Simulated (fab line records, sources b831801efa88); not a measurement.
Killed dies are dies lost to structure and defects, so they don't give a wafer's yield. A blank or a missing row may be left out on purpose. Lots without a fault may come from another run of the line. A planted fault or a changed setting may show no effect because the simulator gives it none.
fab line records | flow sfq_line
record lots=6 wafers=16 last_day=94
route steps=325 shown M6@255 I6@266 M7@281
lots that met no fault: from a run of the same line without faults
start_h: hours from the record's first day to the start of the lot's first wafer shown | wait_h: hours since the lot's step before | " the same as in the row above | L1.1+2: a row that stands for several wafers | - no value, or no start given | * or withheld: withheld | < > ~ a bound
route shown NAME@n: a module of which the file shows steps, and the number in the route of the first | usual: mean/standard deviation of fault-free wafers | same: alike in all rows | chamber/n: place in a boat | sites: the reading at each site | _std_site: their standard deviation | _edge_site: outer sites' mean less inner sites' | radius_mm: how far each site lies from the wafer's centre | mask NAME#n: copy n | behind: the tool/chamber that last shaped the wafer | hold: why the lot was held/for how many hours/how that ended | device: the transistor (n, p or np) that didn't switch | end of line: the same wafers' tests at the end of the route | a step without rows: its recipe alone | killed: dies lost to structure and defects at the first sort, not the wafer's yield | map: a wafer's dies, x killed, . not, _ none there
set.NAME: the setting as run; set.NAME@STEP: as run at that earlier step | model.NAME: the simulator's own value behind a step, which no gauge read
lots at some steps of the route; a table a step, a row a wafer
services: from which hour (start_h, from the record's first day; less than 0 if before it) a tool's chamber was out of use, for how many hours, and why
## steps
# step SFQ_TRILAYER_M6_LITHO_COAT_164
# recipe resist=BARC spin_rpm=3000 resist_thk_nm=62
# step SFQ_TRILAYER_M6_LITHO_COAT_159
# recipe resist=KrF spin_rpm=3000 resist_thk_nm=600
# step SFQ_TRILAYER_M6_LITHO_SOFTBAKE_163
# recipe temp_c=withheld time_s=withheld resist=KrF
# step SFQ_TRILAYER_M6_LITHO_EXPOSE_160
# recipe mask_id=M6 na=0.6 source_shape=conventional sigma_outer=0.65 target_cd_nm=500 dose_mj=14.4
# step SFQ_TRILAYER_M6_LITHO_PEB_162
# recipe peb_temp_c=115 peb_time_s=60 resist=KrF
# step SFQ_TRILAYER_M6_LITHO_DEVELOP_161
# recipe time_s=60 resist=KrF
# step SFQ_M6_OVL_MEAS_940
# usual M6_OVL=2/5.8
# columns lot.wafer tool chamber start_h wait_h M6_OVL[nm]
L429.2 overlay-02 - 1779.30 0.1 6
L429.5 " - " " 5
L429.6 " - " " 5
L437.1 overlay-02 - 1852.85 0.1 13
L437.5 " - " " 7
L438.1 overlay-02 - 1854.18 0.1 -3
L438.3 " - " " -10
L446.1 overlay-02 - 1963.99 0.1 -1
L446.4 " - " " -3
L446.6 " - " " -1
L447.1 overlay-01 - 1966.39 0.1 2
L447.3 " - " " -1
L447.5 " - " " -1
L449.3 overlay-02 - 1973.60 0.1 0
L449.5 " - " " 2
L449.6 " - " " 4
# step SFQ_TRILAYER_M6_BARC_OPEN_METAL_ETCH_206
# recipe mask_material=PR chemistry=O2 target_depth_nm=125 target=BARC icp_w=600 bias_w=80 pressure_mtorr=10 time_s=41.7
# usual drypump_motor_current_A=5.9/0.52 oes_product_au=0.685/0.0042
# columns lot.wafer tool chamber start_h wait_h drypump_motor_current_A oes_product_au rf_hours_counter_h
L429.2 rie_metal-02 0 1779.33 0.0 6.3 0.682 92
L429.5 " 1 " " 5.9 0.686 -
L429.6 " 0 " " 6.3 0.682 -
L437.1 rie_metal-04 0 1852.89 0.0 6.2 0.688 64
L437.5 " 0 " " 6.2 0.689 -
L438.1 rie_metal-03 1 1854.21 0.0 6.5 0.683 132
L438.3 " 0 " " 5.1 0.690 -
L446.1 rie_metal-03 0 1964.03 0.0 5.1 0.677 127
L446.4 " 0 " " 5.0 0.688 -
L446.6 " 0 " " 5.1 0.683 -
L447.1 rie_metal-02 0 1966.43 0.0 6.3 0.683 117
L447.3 " 0 " " 6.3 0.689 -
L447.5 " 0 " " 6.2 0.694 -
L449.3 rie_metal-02 0 1973.67 0.1 6.3 0.686 -
L449.5 " 0 " " 6.3 0.689 -
L449.6 " 0 " " 6.3 0.677 -
# step SFQ_TRILAYER_M6_ETCH_METAL_ETCH_162
# recipe target=Nb stop_on=SiO2 mask_material=PR chemistry=Cl2/Ar target_depth_nm=240 icp_w=600 bias_w=80 pressure_mtorr=10 time_s=120
# usual drypump_motor_current_A=5.9/0.52 oes_product_au=0.894/0.0083
# columns lot.wafer tool chamber start_h wait_h drypump_motor_current_A oes_product_au rf_hours_counter_h
L429.2 rie_metal-02 0 1779.39 0.0 6.3 0.894 92
L429.5 " 1 " " 5.8 0.902 -
L429.6 " 0 " " 6.3 0.891 -
L437.1 rie_metal-04 0 1852.95 0.0 6.2 0.888 64
L437.5 " 0 " " 6.2 0.877 -
L438.1 rie_metal-03 1 1854.27 0.0 6.5 0.894 132
L438.3 " 0 " " 5.1 0.885 -
L446.1 rie_metal-03 0 1964.09 0.0 5.1 0.879 127
L446.4 " 0 " " 5.0 0.901 -
L446.6 " 0 " " 5.0 0.881 -
L447.1 rie_metal-02 0 1966.55 0.1 6.3 0.893 117
L447.3 " 0 " " 6.3 0.890 -
L447.5 " 0 " " 6.3 0.889 -
L449.3 rie_metal-02 0 1973.83 0.1 6.3 0.899 -
L449.5 " 0 " " 6.3 0.901 -
L449.6 " 0 " " 6.3 0.895 -
# step SFQ_TRILAYER_M6_STRIP_STRIP_163
# recipe gas=O2 power_w=200 platen_temp_c=40 overash_fraction=0.65 chemistry=O2 pressure_mtorr=50
# usual drypump_motor_current_A=5.9/0.52 oes_product_au=1.002/0.014
# columns lot.wafer tool chamber start_h wait_h drypump_motor_current_A oes_product_au rf_hours_counter_h
L429.2 rie_metal-02 0 1779.51 0.1 6.3 0.972 92
L429.5 " 1 " " 5.9 1.007 -
L429.6 " 0 " " 6.3 0.978 -
L437.1 rie_metal-04 0 1853.07 0.1 6.2 1.000 65
L437.5 " 0 " " 6.2 0.999 -
L438.1 rie_metal-03 1 1854.40 0.1 6.5 1.025 132
L438.3 " 0 " " 5.1 0.992 -
L446.1 rie_metal-03 0 1964.21 0.1 5.1 0.985 127
L446.4 " 0 " " 5.0 0.997 -
L446.6 " 0 " " 5.0 1.002 -
L447.1 rie_metal-02 0 1966.80 0.2 6.3 0.995 117
L447.3 " 0 " " 6.3 0.990 -
L447.5 " 0 " " 6.3 0.985 -
L449.3 rie_metal-02 0 1974.40 0.5 6.3 0.988 -
L449.5 " 0 " " 6.3 0.993 -
L449.6 " 0 " " 6.3 0.988 -
# step SFQ_TRILAYER_M6_STRIP_SOLV_CLEAN_164
# recipe chemistry=NMP temp_c=70 time_s=600
# step SFQ_TRILAYER_I6_DEP_PECVD_165
# recipe material=SiO2 temp_c=150 time_s=111.11 pressure_torr=2.4 rf_w=183.3 precursor=SiH4/N2O target_thk_nm=500
# step SFQ_TRILAYER_I6_CMP_CMP_166
# recipe material=SiO2 down_force_psi=3 platen_rpm=60 pad_velocity_m_s=0.94248
# usual motor_current_A=10.1/0.72 retaining_ring_pressure_frac=1.000/0.0057 time_to_endpoint_s=201/9.4
# columns lot.wafer tool chamber start_h wait_h motor_current_A retaining_ring_pressure_frac time_to_endpoint_s model.SiO2_of_TRILAYER_I6_DEP_PECVD_165.thk_nm
L429.2 cmp-02 0 1780.87 0.5 11.2 0.998 188 196.9
L429.5 " 3 1782.37 2.0 10.0 0.985 203 197.8
L429.6 " 0 " " 11.2 0.997 185 193.6
L437.1 cmp-02 1 1855.43 1.5 8.8 1.001 199 199.1
L437.5 " 3 1856.43 2.5 10.1 0.996 170 248.4
L438.3 cmp-02 3 1857.43 2.2 10.4 0.997 159 248.1
L438.1 " 0 " " 10.8 1.003 184 196.7
L446.4 cmp-02 0 1965.57 0.5 10.8 0.998 187 198.4
L446.1 " 2 1966.57 1.5 9.5 1.000 204 199.5
L446.6 " 0 1967.57 2.5 11.0 1.012 190 197.1
L447.3 cmp-02 1 1968.77 0.5 9.4 0.998 197 199
L447.1 " 3 1969.77 1.5 9.9 1.003 196 198.6
L447.5 " 1 1970.77 2.5 9.5 0.999 206 198.4
L449.3 cmp-02 3 1978.37 3.0 10.2 1.005 198 199
L449.5 " 3 1980.37 4.9 10.4 1.008 205 197.4
L449.6 " 0 " " 10.9 1.003 191 196.2
# step SFQ_I6_BOW_MEAS_941
# recipe mode=bow
# usual I6_BOW=7/11
# columns lot.wafer tool chamber start_h wait_h I6_BOW[um]
L429.2 film_metro-02 - 1783.39 2.0 1
L429.5 " - " " -4
L429.6 " - " " -16
L437.1 film_metro-01 - 1856.93 1.0 10
L437.5 " - " " 29
L437.1 film_metro-01 - 1858.25 1.3 -
L437.5 " - " " -
L438.1 film_metro-04 - 1859.93 1.5 -3
L438.3 " - " " 10
L438.1 film_metro-04 - 1861.25 1.3 -
L438.3 " - " " -
L446.1 film_metro-01 - 1968.07 1.0 15
L446.4 " - " " 21
L446.6 " - " " 15
L447.1 film_metro-01 - 1971.27 1.0 -13
L447.3 " - " " -1
L447.5 " - " " 11
L449.3 film_metro-04 - 1981.41 2.5 8
L449.5 " - " " 7
L449.6 " - " " 2
# step SFQ_TRILAYER_I6_METRO_MEASURE_167
# usual thk_nm=198.3/1.6
# columns lot.wafer tool chamber start_h wait_h thk_nm
L429.2 film_metro-02 - 1783.69 0.3 197.0
L429.5 " - " " 197.8
L429.6 " - " " 193.8
L437.1 film_metro-02 - 1861.24 3.0 199.0
L437.5 " - " " 248.3
L437.1 film_metro-02 - 1862.61 1.2 199.0
L437.5 " - " " 248.3
L438.1 film_metro-04 - 1862.91 1.6 196.4
L438.3 " - " " 248.2
L438.1 film_metro-04 - 1864.27 1.2 196.6
L438.3 " - " " 248.3
L446.1 film_metro-01 - 1968.19 0.1 199.5
L446.4 " - " " 198.3
L446.6 " - " " 197.1
L447.1 film_metro-01 - 1971.39 0.1 198.6
L447.3 " - " " 199.0
L447.5 " - " " 198.5
L449.3 film_metro-04 - 1981.89 0.5 199.0
L449.5 " - " " 197.1
L449.6 " - " " 196.1
# step SFQ_TRILAYER_I6_VIA_LITHO_COAT_174
# recipe resist=BARC spin_rpm=3000 resist_thk_nm=62
# step SFQ_TRILAYER_I6_VIA_LITHO_COAT_169
# recipe resist=KrF spin_rpm=3000 resist_thk_nm=650
# step SFQ_TRILAYER_I6_VIA_LITHO_SOFTBAKE_173
# recipe temp_c=withheld time_s=withheld resist=KrF
# step SFQ_TRILAYER_I6_VIA_LITHO_EXPOSE_170
# recipe mask_id=I6 na=0.6 source_shape=conventional sigma_outer=0.65 target_cd_nm=700 dose_mj=21.3
# step SFQ_TRILAYER_I6_VIA_LITHO_PEB_172
# recipe peb_temp_c=115 peb_time_s=60 resist=KrF
# step SFQ_TRILAYER_I6_VIA_LITHO_DEVELOP_171
# recipe time_s=60 resist=KrF
# step SFQ_I6_OVL_MEAS_942
# usual I6_OVL=3/5.8
# columns lot.wafer tool chamber start_h wait_h I6_OVL[nm]
L429.2 overlay-01 - 1838.22 0.1 3
L429.5 " - " " 9
L429.6 " - " " 9
L437.1 overlay-02 - 1959.19 0.1 -5
L437.5 " - " " 3
L438.1 overlay-01 - 1961.59 0.1 0
L438.3 " - " " -3
L446.1 overlay-01 - 2077.04 0.1 4
L446.4 " - " " -3
L446.6 " - " " -1
L447.1 overlay-02 - 2080.64 0.1 9
L447.3 " - " " 2
L447.5 " - " " 12
L449.3 overlay-02 - 2090.17 0.1 -2
L449.5 " - " " -2
L449.6 " - " " 6
# step SFQ_TRILAYER_I6_VIA_BARC_OPEN_VIA_ETCH_235
# recipe mask_material=PR chemistry=O2 target_depth_nm=125 target=BARC source_w=500 bias_w=80 pressure_mtorr=30 time_s=41.7
# step SFQ_TRILAYER_I6_VIA_ETCH_VIA_ETCH_172
# recipe target=SiO2 stop_on=Nb mask_material=PR taper_deg=20 chemistry=CHF3 target_depth_nm=260 source_w=500 bias_w=80 pressure_mtorr=30 time_s=withheld
# usual drypump_motor_current_A=5.5/0.45 oes_product_au=0.851/0.006
# columns lot.wafer tool chamber start_h wait_h drypump_motor_current_A oes_product_au model.etch.depth_nm model.I6.feature_depth_nm
L429.2 rie_diel-04 1 1838.29 0.0 5.6 0.846 196.9 196.9
L429.5 " 3 " " 6.2 0.844 197.8 197.8
L429.6 " 2 " " 5.5 0.840 193.6 193.6
L437.1 rie_diel-01 0 1959.27 0.0 5.4 0.857 199.1 199.1
L437.5 " 0 " " 5.4 0.965 248.4 248.4
L438.1 rie_diel-03 2 1961.67 0.0 5.7 0.837 196.7 196.7
L438.3 " 1 " " 5.8 0.967 248.1 248.1
L446.1 rie_diel-04 2 2077.12 0.0 5.5 0.851 199.5 199.5
L446.4 " 3 " " 6.3 0.859 198.4 198.4
L446.6 " 2 " " 5.5 0.854 197.1 197.1
L447.1 rie_diel-01 0 2080.72 0.0 5.4 0.856 198.6 198.6
L447.3 " 2 " " 4.8 0.852 199 199
L447.5 " 3 " " 5.6 0.855 198.4 198.4
L449.3 rie_diel-04 3 2090.23 0.0 6.3 0.854 199 199
L449.5 " 1 " " 5.7 0.853 197.4 197.4
L449.6 " 2 " " 5.5 0.844 196.2 196.2
# step SFQ_TRILAYER_I6_VIA_STRIP_STRIP_173
# recipe gas=O2 power_w=200 platen_temp_c=40 overash_fraction=0.65 chemistry=O2 pressure_mtorr=50
# usual drypump_motor_current_A=5.7/0.55 oes_product_au=1.003/0.014
# columns lot.wafer tool chamber start_h wait_h drypump_motor_current_A oes_product_au rf_hours_counter_h
L429.2 rie_metal-03 1 1838.41 - 6.6 1.023 130
L429.5 " 1 " " 6.6 1.030 -
L429.6 " 0 " " 5.0 0.992 -
L437.1 rie_metal-04 1 1959.38 - 5.7 1.018 25
L437.5 " 0 " " 6.2 1.007 -
L438.1 rie_metal-01 1 1961.78 - 5.6 1.013 105
L438.3 " 0 " " 5.0 0.979 -
L446.1 rie_metal-04 1 2077.23 - 5.7 0.998 36
L446.4 " 1 " " 5.7 1.005 -
L446.6 " 0 " " 6.2 0.989 -
L447.1 rie_metal-01 0 2080.83 - 5.0 0.997 50
L447.3 " 0 " " 5.0 0.998 -
L447.5 " 1 " " 5.6 1.009 -
L449.3 rie_metal-03 0 2090.54 - 5.1 0.981 -
L449.5 " 0 " " 5.1 0.991 -
L449.6 " 1 " " 6.5 0.987 -
# step SFQ_TRILAYER_I6_VIA_STRIP_SOLV_CLEAN_174
# recipe chemistry=NMP temp_c=70 time_s=600
# step SFQ_TRILAYER_M7_DEP_PRE_CLEAN_176
# recipe gas=Ar time_s=22.5 bias_v=250
# columns lot.wafer tool chamber start_h wait_h model.SiO2_of_TRILAYER_I6_DEP_PECVD_165.thk_nm
L429.2 pvd_sputter-05 - 1839.18 0.0 189.4
L429.5 " - " " 190.3
L429.6 " - " " 186.1
L437.1 pvd_sputter-06 - 1960.16 0.0 191.6
L437.5 " - " " 240.9
L438.1 pvd_sputter-05 - 1962.56 0.0 189.2
L438.3 " - " " 240.6
L446.1 pvd_sputter-04 - 2078.01 0.0 192
L446.4 " - " " 190.9
L446.6 " - " " 189.6
L447.1 pvd_sputter-06 - 2081.61 0.0 191.1
L447.3 " - " " 191.5
L447.5 " - " " 190.9
L449.3 pvd_sputter-04 - 2091.12 0.0 191.5
L449.5 " - " " 189.9
L449.6 " - " " 188.7
# step SFQ_TRILAYER_M7_DEP_SPUTTER_175
# recipe material=Nb base_pressure_pa=1.33e-06 chamber_pressure_pa=0.1333 substrate_temp_c=20 target_thk_nm=200 power_w=2000 time_s=133.3
# usual cathode_dc_power_W=2000.0/0.38 throttle_valve_pct=29.3/0.91
# columns lot.wafer tool chamber start_h wait_h cathode_dc_power_W throttle_valve_pct
L429.2 pvd_sputter-05 - 1839.21 0.0 1999.8 27.9
L429.5 " - " " 1999.8 27.7
L429.6 " - " " 2000.4 28.3
L437.1 pvd_sputter-06 - 1960.19 0.0 2000.5 29.3
L437.5 " - " " 2000.0 29.7
L438.1 pvd_sputter-05 - 1962.59 0.0 1999.4 29.4
L438.3 " - " " 1999.7 27.2
L446.1 pvd_sputter-04 - 2078.04 0.0 2000.3 29.6
L446.4 " - " " 2000.3 29.2
L446.6 " - " " 2000.2 29.4
L447.1 pvd_sputter-06 - 2081.64 0.0 1999.7 29.3
L447.3 " - " " 2000.4 29.6
L447.5 " - " " 2000.0 30.4
L449.3 pvd_sputter-04 - 2091.15 0.0 2000.1 30.0
L449.5 " - " " 1999.0 29.2
L449.6 " - " " 1999.7 30.1
## services
# columns tool chamber start_h hours kind
rie_metal-03 - 1757.88 2.8 pm
cmp-02 - 1765.87 1.7 repair
pvd_sputter-04 - 1773.15 4.2 repair
pvd_sputter-04 - 1790.91 2.0 repair
rie_metal-03 0 1795.70 9.9 repair
pvd_sputter-05 - 1814.52 4.7 repair
rie_metal-04 0 1818.42 28.3 repair
cmp-02 - 1822.63 3.8 repair
rie_metal-02 1 1824.40 6.9 repair
cmp-02 - 1826.47 5.6 pm
rie_metal-03 1 1830.26 2.0 repair
cmp-02 - 1838.27 3.0 repair
pvd_sputter-06 - 1842.71 4.8 repair
pvd_sputter-04 - 1874.73 4.6 repair
pvd_sputter-04 - 1925.91 4.7 repair
cmp-02 - 1941.72 4.0 pm
pvd_sputter-05 - 1942.40 0.6 repair
cmp-02 - 1956.34 1.0 repair
rie_metal-04 0 1990.47 28.4 repair
pvd_sputter-04 - 2001.57 4.7 repair
cmp-02 - 2007.94 8.8 pm
pvd_sputter-04 - 2022.28 2.2 repair
rie_metal-04 - 2040.55 1.4 pm
rie_metal-04 - 2067.20 1.5 repair
## key
first_sign step=SFQ_TRILAYER_I6_CMP_CMP_166 reading=time_to_endpoint_s direction=down sigmas=3.9 usual=* struck=*
effect step=SFQ_I6_BOW_MEAS_941 reading=visit direction=added
effect step=SFQ_TRILAYER_I6_METRO_MEASURE_167 reading=visit direction=added
effect step=SFQ_TRILAYER_I6_METRO_MEASURE_167 reading=thk_nm direction=up sigmas=32 usual=198.3 struck=248.2
effect step=SFQ_TRILAYER_I6_VIA_ETCH_VIA_ETCH_172 reading=oes_product_au direction=up sigmas=19 usual=0.851 struck=0.966
model_effect step=SFQ_TRILAYER_I6_CMP_CMP_166 value=SiO2_of_TRILAYER_I6_DEP_PECVD_165.thk_nm without=198.3 struck=248.3
model_effect step=SFQ_TRILAYER_I6_VIA_ETCH_VIA_ETCH_172 value=etch.depth_nm without=198.3 struck=248.3
model_effect step=SFQ_TRILAYER_M7_DEP_PRE_CLEAN_176 value=SiO2_of_TRILAYER_I6_DEP_PECVD_165.thk_nm without=190.8 struck=240.8
met_at SFQ_TRILAYER_I6_CMP_CMP_166
struck_wafers L437.5,L438.3
onset_between 1780.87 1855.43
fault kind=process_parameter_drift tool=cmp-02 chamber=- onset_h=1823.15 steps=SFQ_TRILAYER_I6_CMP_CMP_166 channel=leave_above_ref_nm offset=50 shape=step end_h=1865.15 scope=struck_wafers_only acts_in=these_recipes_only stated=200
